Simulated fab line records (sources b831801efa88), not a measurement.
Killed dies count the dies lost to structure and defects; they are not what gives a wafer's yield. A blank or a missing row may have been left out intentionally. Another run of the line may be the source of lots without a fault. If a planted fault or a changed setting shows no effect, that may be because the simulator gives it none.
A lot that was struck, set against a sound lot | flow gf180mcu | 16 steps out of a route of 602
Sound: these wafers, L546.1, L546.3, L546.6. Wafers L548.2, L548.3, L548.6 were the ones struck. The cause is given at the end.
Each step with rows lists, per side, the tool, then ch with its chambers, then its first start. Under that, the readings that differ: sound wafers | struck wafers | difference of the means | sigmas: that difference in standard deviations of wafers without a fault.
alike: readings with means less than 2 such deviations apart, plus words and numbers identical on both sides. not compared: withheld readings, readings lacking a value on some wafer, bounds such as >300 that could conceal the same value, and numbers that have no deviation in the record and whose values overlap.
The two part at a step that has a row with sigmas, a row that says differs or no value, or rows on one side only. When numbers do not overlap yet have no deviation, they are printed without sigmas and do not part them. A reading missing from all wafers of one side parts the sides only when that side holds two or more wafers.

first, 6 steps without rows for these wafers: GF_M3_HMDS_08 (prime time 60 s); GF_M3_COAT_09 (resist thk 1000 nm); GF_M3_SOFTBAKE_10 (time 60 s); GF_M3_EXPOSE_11 (exposes mask Metal3, target cd 280 nm); GF_M3_PEB_12 (peb time 90 s); GF_M3_DEVELOP_13 (develop time 60 s).
GF_M3_CD_MEAS_14 targets a cd of 280 nm.
  sound on cd-sem-02, day 22 08:50; struck on cd-sem-01, day 23 02:14
  alike: cd-nm
GF_M3_OVL_MEAS_15:
  sound on overlay-01, day 22 08:57; struck on overlay-02, day 23 02:20
  alike: M3_OVL
GF_M3_METAL_ETCH_16: etches the open film in Cl2/BCl3, stops on SiO2, target depth 627.5 nm, time 104.6 s.
  sound on rie-metal-02 ch 0, day 22 08:59; struck on rie-metal-01 ch 0,1, day 23 02:22
  alike: bias-w, drypump-motor-current-A, oes-product-au, throttle-valve-pct
  not compared: rf-hours-counter-h
GF_M3_STRIP_17: strips in O2/N2.
  sound on plasma-asher-04 ch 0, day 22 09:06; struck on plasma-asher-03 ch 0,1, day 23 02:29
  reading                     | sound          | struck         | difference | sigmas
  drypump-motor-current-A (A) | 5.35 5.34 5.35 | 6.17 6.17 5.95 | +0.75      | +3
  alike: heater-power-w, oes-product-au, strip-time-to-endpoint-s
  not compared: rf-hours-counter-h
then, 2 steps without rows for these wafers: GF_M3_STRIP_18 (strips in post etch residue remover, time 1200 s); GF_M3_CLEAN_19 (cleans in DIW).
GF_V3_CVD_00: deposits SiO2, target thk 600 nm, time 100 s.
  sound on hdpcvd-01 ch 0,1,2, day 22 09:40; struck on hdpcvd-01 ch 0,2, day 23 03:05
  reading                             | sound             | struck            | difference | sigmas
  sih4-flow-sccm (sccm)               | 60.03 60.08 59.80 | 51.02 50.94 51.14 | -8.94      | -50
  model.SiO2_of_V3_CVD_00.thk-nm (nm) | 595.6 595.8 593.2 | 510.3 517.8 515.3 | -80.4      |
  alike: susceptor-temp-C
GF_V3_THK_MEAS_01:
  sound on film-metro-04, day 22 09:44; struck on film-metro-04, day 23 03:10
  reading            | sound       | struck      | difference | sigmas
  V3_CVD_00_THK (nm) | 596 596 593 | 510 518 515 | -81        | -15
GF_V3_CVD_02: deposits SiO2 from TEOS, target thk 850 nm, time 94.851 s.
  sound on pecvd-01 ch 1,2, day 22 09:48; struck on pecvd-02 ch 1,2, day 23 03:13
  alike: heater-power-w, susceptor-temp-C
GF_PASSIVATION_PROBE_99:
  the record holds rows for the sound wafers here (prober-01, day 29 22:03) but none for the struck ones

## WHERE THEY PART
At GF_M3_STRIP_17 first; at GF_PASSIVATION_PROBE_99 last (within this record only).

WHY: what the simulator had put in
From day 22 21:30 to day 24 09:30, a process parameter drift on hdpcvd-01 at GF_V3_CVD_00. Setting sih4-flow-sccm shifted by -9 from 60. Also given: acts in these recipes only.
